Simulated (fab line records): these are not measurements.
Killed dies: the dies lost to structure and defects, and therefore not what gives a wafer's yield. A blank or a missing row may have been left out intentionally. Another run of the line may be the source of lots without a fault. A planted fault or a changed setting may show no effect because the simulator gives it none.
Chamber matching + flow gf180mcu + 4 sister chambers for GF_CONTACT_CMP_04 on cmp-02
The step polishes SiO2. 4 wafers are shown with their chamber, then 9 later ones without.

## EACH WAFER AND ITS CHAMBER
| wafer  | chamber | motor-current-A (A) |
|--------|---------|---------------------|
| L880.1 | 1       | 11.6                |
| L881.1 | 3       | 12.3                |
| L881.3 | 0       | 12.2                |
| L881.4 | 2       | 13.6                |

## WAFERS WITH NO CHAMBER GIVEN
| wafer  | motor-current-A (A) |
|--------|---------------------|
| L883.1 | 11.7                |
| L883.2 | 14.0                |
| L883.6 | 12.2                |
| L892.3 | 13.7                |
| L892.4 | 11.7                |
| L892.6 | 11.5                |
| L893.2 | 11.3                |
| L893.4 | 13.2                |
| L893.6 | 12.0                |

## WHICH CHAMBER EACH WENT THROUGH
| wafer  | from the rows above          | in truth                   |
|--------|------------------------------|----------------------------|
| L883.1 | can't be placed: 1 or 0      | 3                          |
| L883.2 | 2                            | 2                          |
| L883.6 | can't be placed: 0 or 3      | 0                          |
| L892.3 | 2                            | 2                          |
| L892.4 | can't be placed: 1 or 0      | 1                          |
| L892.6 | 1                            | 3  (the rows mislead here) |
| L893.2 | 1                            | 1                          |
| L893.4 | 2                            | 2                          |
| L893.6 | can't be placed: 0 or 3 or 1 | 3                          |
4 of 9 placed correctly. From these rows, 4 cannot be placed; in 3 the true chamber is one of the candidates. 1 placed wrongly.
How it was worked out, from the rows above alone: a wafer's distance from a chamber is the root of the sum, over the readings, of the square of ((its reading less the chamber's mean) divided by the reading's scatter). The wafer belongs to the nearest chamber; if the next one is less than 2 further off, it can't be placed. The mean given for a chamber averages the wafers shown for that chamber. The scatter: root of mean squared gap, hidden wafer to nearest shown wafer, with one shown wafer a chamber.
